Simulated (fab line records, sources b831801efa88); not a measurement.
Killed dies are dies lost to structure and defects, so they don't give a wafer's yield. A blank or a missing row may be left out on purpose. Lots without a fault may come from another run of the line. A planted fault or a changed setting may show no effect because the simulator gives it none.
fab line records | flow sky130
record lots=6 wafers=18 last_day=50
route steps=708 shown VIA3@585
lots that met no fault: from a run of the same line without faults
start_h: hours from the record's first day to the start of the lot's first wafer shown | wait_h: hours since the lot's step before | " the same as in the row above | L1.1+2: a row that stands for several wafers | - no value, or no start given | * or withheld: withheld | < > ~ a bound
route shown NAME@n: a module of which the file shows steps, and the number in the route of the first | usual: mean/standard deviation of fault-free wafers | same: alike in all rows | chamber/n: place in a boat | sites: the reading at each site | _std_site: their standard deviation | _edge_site: outer sites' mean less inner sites' | radius_mm: how far each site lies from the wafer's centre | mask NAME#n: copy n | behind: the tool/chamber that last shaped the wafer | hold: why the lot was held/for how many hours/how that ended | device: the transistor (n, p or np) that didn't switch | end of line: the same wafers' tests at the end of the route | a step without rows: its recipe alone | killed: dies lost to structure and defects at the first sort, not the wafer's yield | map: a wafer's dies, x killed, . not, _ none there
set.NAME: the setting as run; set.NAME@STEP: as run at that earlier step | model.NAME: the simulator's own value behind a step, which no gauge read
lots at some steps of the route; a table a step, a row a wafer
services: from which hour (start_h, from the record's first day; less than 0 if before it) a tool's chamber was out of use, for how many hours, and why
## steps
# step SKY_VIA3_CD_MEAS_12
# recipe target_cd_nm=200
# usual cd_nm=199.9/1
# columns lot.wafer tool chamber start_h wait_h cd_nm
L404.1 cd_sem-02 - 933.43 - 198.4
L404.2 " - " " 199.5
L404.5 " - " " 198.1
L414.2 cd_sem-02 - 994.30 - 200.1
L414.3 " - " " 200.4
L414.5 " - " " 200.0
L420.3 cd_sem-02 - 1035.59 - 199.7
L420.4 " - " " 199.1
L420.6 " - " " 199.5
L421.4 cd_sem-01 - 1044.96 - 198.6
L421.5 " - " " 199.5
L421.6 " - " " 199.9
L422.1 cd_sem-02 - 1051.99 - 199.7
L422.4 " - " " 199.8
L422.6 " - " " 200.0
L427.2 cd_sem-01 - 1079.97 - 200.4
L427.3 " - " " 200.2
L427.4 " - " " 200.7
# step SKY_VIA3_OVL_MEAS_13
# usual VIA3_OVL=2/5.7
# columns lot.wafer tool chamber start_h wait_h VIA3_OVL[nm]
L404.1 overlay-01 - 933.55 0.1 5
L404.2 " - " " 0
L404.5 " - " " 6
L414.2 overlay-02 - 994.41 0.1 2
L414.3 " - " " 3
L414.5 " - " " 4
L420.3 overlay-02 - 1035.68 0.1 3
L420.4 " - " " 5
L420.6 " - " " 6
L421.4 overlay-02 - 1045.04 0.1 -3
L421.5 " - " " -10
L421.6 " - " " -4
L422.1 overlay-02 - 1052.11 0.1 7
L422.4 " - " " 11
L422.6 " - " " 9
L427.2 overlay-01 - 1080.07 0.1 4
L427.3 " - " " -1
L427.4 " - " " 4
# step SKY_VIA3_ETCH_14
# recipe chemistry=N2/H2 target=BARC ion_energy_ev=200 source_w=500 bias_w=100 pressure_mtorr=30 n2_flow_sccm=100 h2_flow_sccm=200 stop_on=SiO2 time_s=45.9 target_depth_a=600
# usual drypump_motor_current_A=5.8/0.5 oes_product_au=0.855/0.0051 throttle_valve_pct=13.224/0.0084
# columns lot.wafer tool chamber start_h wait_h drypump_motor_current_A oes_product_au rf_hours_counter_h throttle_valve_pct
L404.1 rie_diel-04 1 933.59 0.0 5.1 0.862 9 13.230
L404.2 " 2 " " 5.6 0.860 21 13.240
L404.5 " 0 " " 4.8 0.854 - 13.222
L414.2 rie_diel-03 1 994.44 0.0 6.3 0.852 12 13.231
L414.3 " 0 " " 6.6 0.846 17 13.230
L414.5 " 1 " " 6.3 0.853 - 13.225
L420.3 rie_diel-02 0 1035.70 0.0 5.6 0.857 6 13.223
L420.4 " 2 " " 6.5 0.852 16 13.223
L420.6 " 1 " " 5.6 0.857 - 13.232
L421.4 rie_diel-04 1 1045.05 0.0 5.1 0.851 14 13.223
L421.5 " 1 " " 5.1 0.859 - 13.218
L421.6 " 0 " " 4.8 0.864 - 13.220
L422.1 rie_diel-04 0 1052.15 0.0 4.8 0.868 25 13.226
L422.4 " 2 " " 5.6 0.858 26 13.223
L422.6 " 0 " " 4.8 0.859 - 13.229
L427.2 rie_diel-03 3 1080.10 0.0 5.7 0.848 20 13.232
L427.3 " 1 " " 6.3 0.853 15 13.227
L427.4 " 2 " " 6.0 0.863 2 13.230
# step SKY_VIA3_ETCH_15
# recipe target=SiO2 chemistry=C4F8/O2/Ar target_depth_nm=507 stop_on=TiN mask_material=KrF-thick source_w=1500 bias_w=1200 pressure_mtorr=40 c4f8_flow_sccm=withheld O2_flow_sccm=6 Ar_flow_sccm=300 time_s=78
# usual oes_product_au=0.946/0.0047
# columns lot.wafer tool chamber start_h wait_h oes_product_au
L404.1 rie_diel-04 1 933.63 0.0 0.937
L404.2 " 2 " " 0.946
L404.5 " 0 " " 0.943
L414.2 rie_diel-03 1 994.48 0.0 0.948
L414.3 " 0 " " 0.945
L414.5 " 1 " " 0.939
L420.3 rie_diel-02 0 1035.75 0.0 0.948
L420.4 " 2 " " 0.954
L420.6 " 1 " " 0.943
L421.4 rie_diel-04 1 1045.10 0.0 0.948
L421.5 " 1 " " 0.956
L421.6 " 0 " " 0.948
L422.1 rie_diel-04 0 1052.19 0.0 0.945
L422.4 " 2 " " 0.950
L422.6 " 0 " " 0.945
L427.2 rie_diel-03 3 1080.15 0.0 0.942
L427.3 " 1 " " 0.949
L427.4 " 2 " " 0.940
# step SKY_VIA3_STRIP_16
# recipe chemistry=O2/N2 power_w=1400 pressure_mtorr=1500 platen_temp_c=withheld o2_flow_sccm=3000 n2_flow_sccm=300 overash_fraction=0.5
# usual drypump_motor_current_A=5.7/0.33 oes_product_au=0.402/0.0045 strip_time_to_endpoint_s=4.143/0.022
# columns lot.wafer tool chamber start_h wait_h drypump_motor_current_A oes_product_au rf_hours_counter_h strip_time_to_endpoint_s
L404.1 plasma_asher-04 0 933.69 0.0 5.7 0.405 79 4.166
L404.2 " 1 " " 5.8 0.405 79 4.144
L404.5 " 0 " " 5.8 0.399 - 4.120
L414.2 plasma_asher-04 1 994.54 0.0 5.8 0.408 85 4.105
L414.3 " 1 " " 5.8 0.396 - 4.122
L414.5 " 1 " " 5.8 0.406 - 4.125
L420.3 plasma_asher-01 0 1035.84 0.1 6.1 0.400 - 4.116
L420.4 " 1 " " 5.9 0.394 - 4.130
L420.6 " 0 " " 6.1 0.403 - 4.139
L421.4 plasma_asher-01 1 1045.19 0.1 5.9 0.395 - 4.148
L421.5 " 0 " " 6.1 0.400 - 4.137
L421.6 " 1 " " 5.9 0.402 - 4.138
L422.1 plasma_asher-01 1 1052.25 0.0 5.9 0.400 58 4.094
L422.4 " 1 " " 5.9 0.396 - 4.107
L422.6 " 1 " " 5.9 0.396 - 4.099
L427.2 plasma_asher-01 1 1080.21 0.0 5.9 0.402 61 4.126
L427.3 " 0 " " 6.1 0.409 - 4.138
L427.4 " 1 " " 5.9 0.394 - 4.141
# step SKY_VIA3_STRIP_17
# recipe chemistry=post_etch_residue_remover time_s=1200 temp_c=72.5
# step SKY_VIA3_CLEAN_18
# recipe chemistry=IPA time_s=180 temp_c=25
# step SKY_VIA3_CLEAN_19
# recipe chemistry=O3/DIW dry=n2_spin
# step SKY_VIA3_SPUTTER_20
# recipe material=TiN target_thk_nm=20 chamber_pressure_pa=5 power_w=4000 time_s=80
# usual throttle_valve_pct=30.2/1.1
# columns lot.wafer tool chamber start_h wait_h throttle_valve_pct
L404.1 pvd_sputter-04 - 934.28 0.0 30.4
L404.2 " - " " 29.0
L404.5 " - " " 30.3
L414.2 pvd_sputter-02 - 995.16 0.0 32.5
L414.3 " - " " 28.9
L414.5 " - " " 31.0
L420.3 pvd_sputter-04 - 1036.51 0.0 30.5
L420.4 " - " " 29.8
L420.6 " - " " 29.8
L421.4 pvd_sputter-04 - 1045.76 0.0 29.2
L421.5 " - " " 30.6
L421.6 " - " " 30.2
L422.1 pvd_sputter-01 - 1052.84 0.0 29.8
L422.4 " - " " 28.3
L422.6 " - " " 30.0
L427.2 pvd_sputter-04 - 1080.88 0.0 29.2
L427.3 " - " " 30.6
L427.4 " - " " 30.5
# step SKY_VIA3_CVD_21
# recipe material=W target_thk_nm=390 time_s=117.31 temp_c=400 pressure_torr=40
# usual chamber_pressure_Torr=40.00/0.097 heater_power_w=795/91
# columns lot.wafer tool chamber start_h wait_h chamber_pressure_Torr heater_power_w
L404.1 cvd_w-01 0 934.34 0.0 40.10 821
L404.2 " 1 " " 40.05 943
L404.5 " 1 " " 39.83 928
L414.2 cvd_w-02 0 995.22 0.0 40.01 707
L414.3 " 1 " " 39.90 810
L414.5 " 1 " " 39.89 814
L420.3 cvd_w-02 0 1036.61 0.1 39.74 699
L420.4 " 1 " " 39.87 808
L420.6 " 0 " " 39.96 699
L421.4 cvd_w-01 0 1045.86 0.1 39.90 832
L421.5 " 1 " " 40.05 948
L421.6 " 0 " " 39.99 816
L422.1 cvd_w-01 1 1052.91 0.0 40.03 997
L422.4 " 1 " " 40.09 966
L422.6 " 0 " " 39.83 829
L427.2 cvd_w-02 1 1080.94 0.0 40.00 821
L427.3 " 0 " " 40.09 696
L427.4 " 1 " " 39.94 784
# step SKY_VIA3_RS_MEAS_22
# recipe thk_meas_gauge=four-point-probe reads=W_of_VIA3_CVD_21+TiN_of_VIA3_SPUTTER_20
# usual VIA3_W_RS=0.294/0.0032
# columns lot.wafer tool chamber start_h wait_h VIA3_W_RS[ohm/sq]
L404.1 film_metro-04 - 934.46 0.1 0.301
L404.2 " - " " 0.297
L404.5 " - " " 0.296
L414.2 film_metro-01 - 995.37 0.1 0.290
L414.3 " - " " 0.291
L414.5 " - " " 0.293
L420.3 film_metro-01 - 1036.73 0.1 0.298
L420.4 " - " " 0.291
L420.6 " - " " 0.289
L421.4 film_metro-01 - 1046.00 0.1 0.297
L421.5 " - " " 0.295
L421.6 " - " " 0.295
L422.1 film_metro-02 - 1053.03 0.1 0.298
L422.4 " - " " 0.298
L422.6 " - " " 0.298
L427.2 film_metro-02 - 1081.09 0.1 0.291
L427.3 " - " " 0.293
L427.4 " - " " 0.295
# step SKY_VIA3_THK_MEAS_23
# recipe thk_meas_gauge=xrf reads=W_of_VIA3_CVD_21
# usual VIA3_W_THK=390/5.6
# columns lot.wafer tool chamber start_h wait_h VIA3_W_THK[nm]
L404.1 film_metro-04 - 934.58 0.1 383
L404.2 " - " " 385
L404.5 " - " " 385
L414.2 film_metro-01 - 995.48 0.1 394
L414.3 " - " " 392
L414.5 " - " " 393
L420.3 film_metro-01 - 1036.83 0.1 389
L420.4 " - " " 393
L420.6 " - " " 401
L421.4 film_metro-01 - 1046.09 0.1 387
L421.5 " - " " 390
L421.6 " - " " 393
L422.1 film_metro-02 - 1053.15 0.1 381
L422.4 " - " " 380
L422.6 " - " " 381
L427.2 film_metro-02 - 1081.20 0.1 393
L427.3 " - " " 391
L427.4 " - " " 383
# step SKY_VIA3_CMP_24
# recipe stop_on=SiO2 t_overpolish_s=20 down_force_psi=3.5 platen_rpm=60 target_thk_nm=0 pad_velocity_m_s=0.94248
# usual edge_zone_pressure_frac=1.001/0.0053 head_pressure_psi=3.500/0.0079 motor_current_A=10.9/1 overpolish_run_s=20.000/0.009 time_to_endpoint_s=96/4.4
# columns lot.wafer tool chamber start_h wait_h edge_zone_pressure_frac head_pressure_psi motor_current_A overpolish_run_s time_to_endpoint_s model.W_of_VIA3_CVD_21.thk_nm model.SiO2_of_VIA3_HDPCVD_00.thk_nm
L404.2 cmp-01 1 934.74 0.1 1.004 3.498 10.3 20.015 98 0 461.3
L404.1 " 2 " " 0.999 3.492 11.0 19.999 100 0 461.6
L404.5 " 3 " " 0.996 3.506 11.2 20.016 99 0 460.9
L414.2 cmp-01 3 995.58 0.1 1.004 3.507 11.5 20.003 103 0 461
L414.3 " 0 " " 1.010 3.510 11.7 19.996 99 0 459.1
L414.5 " 3 " " 0.999 3.492 12.0 20.006 98 0 460
L420.3 cmp-02 3 1037.11 0.3 - - - - - 385.2 466.4
L420.4 " 0 " " - - - - - 392.8 466.1
L420.6 " 2 " " - - - - - 396.2 465.9
L421.4 cmp-01 3 1046.22 0.1 - - - - - 385.6 465.3
L421.6 " 1 " " - - - - - 387.9 465.9
L421.5 " 2 " " - - - - - 388.3 467.2
L422.4 cmp-02 3 1053.21 0.0 0.998 3.504 10.8 20.018 86 0 460
L422.1 " 1 " " 1.005 3.487 12.9 20.001 90 0 459.2
L422.6 " 0 " " 1.005 3.492 9.2 19.995 94 0 462
L427.2 cmp-01 3 1081.32 0.1 1.007 3.518 11.6 19.987 94 0 460.8
L427.3 " 0 " " 1.006 3.517 11.3 20.006 97 0 461.5
L427.4 " 1 " " 1.000 3.490 9.8 20.004 98 0 461.3
## services
# columns tool chamber start_h hours kind
plasma_asher-01 - 911.88 0.8 repair
cmp-01 - 913.03 0.5 repair
rie_diel-03 1 913.54 3.3 repair
rie_diel-04 2 914.48 2.0 repair
plasma_asher-01 - 914.94 16.5 repair
plasma_asher-01 - 917.33 0.3 repair
cmp-01 - 927.67 1.3 repair
rie_diel-04 2 933.97 7.7 repair
cvd_w-01 - 955.62 6.9 pm
rie_diel-03 0 960.10 11.7 repair
rie_diel-03 3 967.53 3.3 repair
rie_diel-04 0 971.30 17.9 repair
pvd_sputter-04 - 975.84 3.6 repair
rie_diel-04 3 983.01 36.8 repair
plasma_asher-01 - 986.96 5.2 repair
cmp-01 - 1001.60 0.6 repair
cmp-01 - 1003.63 0.8 repair
plasma_asher-01 - 1004.01 12.9 pm
plasma_asher-01 - 1024.75 1.3 repair
cmp-01 - 1030.64 0.8 repair
pvd_sputter-04 - 1040.38 2.8 repair
cmp-01 - 1053.99 0.3 repair
cmp-01 - 1054.85 2.2 repair
pvd_sputter-04 - 1057.14 5.5 repair
## key
first_sign step=SKY_VIA3_CMP_24 reading=tool_record direction=missing
effect none on later readings
model_effect step=SKY_VIA3_CMP_24 value=W_of_VIA3_CVD_21.thk_nm without=0 struck=389.3
met_at SKY_VIA3_CMP_24
struck_wafers L420.3,L420.4,L420.6,L421.4,L421.5,L421.6
later_rows_left_out L420.3,L420.4,L420.6,L421.4,L421.5,L421.6
sort_left_out L420.3,L420.4,L420.6,L421.4,L421.5,L421.6
onset_between 995.58 1037.11
fault kind=skipped_step_whole tool=cmp-01,cmp-02 chamber=- onset_h=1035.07 steps=SKY_VIA3_CMP_24 scope=struck_lots_only
# sort_left_out: the simulated sort isn't trusted on such a fault, so these wafers' sort isn't shown, and their yield isn't known
# later_rows_left_out: the simulator's readings of these wafers behind a module that went badly wrong aren't trusted and aren't shown, but for the sort
